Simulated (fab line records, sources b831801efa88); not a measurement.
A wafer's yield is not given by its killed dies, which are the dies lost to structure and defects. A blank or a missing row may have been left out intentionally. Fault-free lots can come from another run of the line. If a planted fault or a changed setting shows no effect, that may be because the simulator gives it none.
Split-lot trial -- flow sky130 -- 23 wafers read from 5 lots, route of 708 steps

ABOUT THE SPLIT
At SKY_VT_ADJUST_NCORE_EXPOSE_04 (exposes mask LVTN COMPLEMENT THIN, target cd 380 nm), the setting dose_mj was moved away from the recipe's 139 on 8 of the 23 wafers read, by -3.8% to +7.0%. This setting was run at the recipe's value on the other wafers.

FROM THE SPLIT TO THE READING: what the file shows between them, 2 steps
- SKY_VT_ADJUST_NCORE_PEB_05
- SKY_VT_ADJUST_NCORE_DEVELOP_06: develop time 62.21 s

THE READING
cd_nm at SKY_VT_ADJUST_NCORE_CD_MEAS_07, given in nm (cd target 380 nm). A value of 380.0 nm with a standard deviation of 2.4 nm is what fault-free wafers of this fab line usually give.

wafer,"tool, chamber at the split",dose_mj as run,against the recipe,"cd_nm, nm",against lot-mates on the recipe
L076.2,"iline_stepper-02, 0",139,recipe,378.0,-
L076.4,"iline_stepper-02, 0",139,recipe,378.9,-
L076.5,"iline_stepper-02, 0",139,recipe,378.0,-
L077.1,"iline_stepper-01, 0",135.9,-2.2%,374.9,-9.6
L077.2,"iline_stepper-01, 0",135.9,-2.2%,381.4,-3.1
L077.4,"iline_stepper-01, 0",139,recipe,386.3,-
L077.5,"iline_stepper-01, 0",139,recipe,384.1,-
L077.6,"iline_stepper-01, 0",139,recipe,383.2,-
L082.1,"iline_stepper-02, 0",139,recipe,383.8,-
L082.2,"iline_stepper-02, 0",133.7,-3.8%,376.5,-8.3
L082.3,"iline_stepper-02, 0",139,recipe,384.1,-
L082.4,"iline_stepper-02, 0",139,recipe,386.5,-
L082.6,"iline_stepper-02, 0",133.7,-3.8%,376.8,-8.0
L083.1,"iline_stepper-02, 0",142.4,+2.4%,385.5,+2.8
L083.2,"iline_stepper-02, 0",142.4,+2.4%,386.2,+3.5
L083.3,"iline_stepper-02, 0",139,recipe,380.6,-
L083.4,"iline_stepper-02, 0",139,recipe,382.2,-
L083.6,"iline_stepper-02, 0",139,recipe,385.2,-
L084.1,"iline_stepper-01, 0",139,recipe,376.1,-
L084.2,"iline_stepper-01, 0",148.7,+7.0%,391.7,+16.7
L084.3,"iline_stepper-01, 0",139,recipe,376.3,-
L084.5,"iline_stepper-01, 0",148.7,+7.0%,398.4,+23.4
L084.6,"iline_stepper-01, 0",139,recipe,372.6,-

THE FIT
A straight line over all 23 wafers: cd_nm changes by +1.77 nm for each +1% of dose_mj; r = +0.77; the points scatter about the line by 3.8 nm.
The same after taking each lot's own level away (the mean of its wafers on the recipe; 23 wafers): +2.6 nm for each +1%; r = +0.95; scatter 2.3 nm.
That fit puts the effect of the largest move of dose_mj on the reading at 18 nm.
The lots' own levels span 375.00 to 384.80 nm, that is 4.1 times the standard deviation above.
So the lot-to-lot level blurs the effect unless lot-mates are compared.
Check: for one of the wafers moved furthest among these (+7.0%), held out of the fit, the line's prediction against its lot-mates is +18.9 nm. Against them it came out at +16.7 nm.

THE WHOLE CHAIN: every reading that the file lists as answering this split, in the file's order
step,what it does,reading,change (the file's fit),r (the file's)
SKY_VT_ADJUST_NCORE_DEVELOP_06,develop time 62.21 s,"VT_ADJUST_NCORE.cd_nm (the simulator's own value, which no gauge read)",+2.59 nm for each +1% of the setting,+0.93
SKY_VT_ADJUST_NCORE_CD_MEAS_07,target cd 380 nm,cd_nm,+2.6 nm for each +1% of the setting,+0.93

THE FILE'S OWN FIT
cd_nm changes by +2.6 nm for each +1% of dose_mj, r = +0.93.
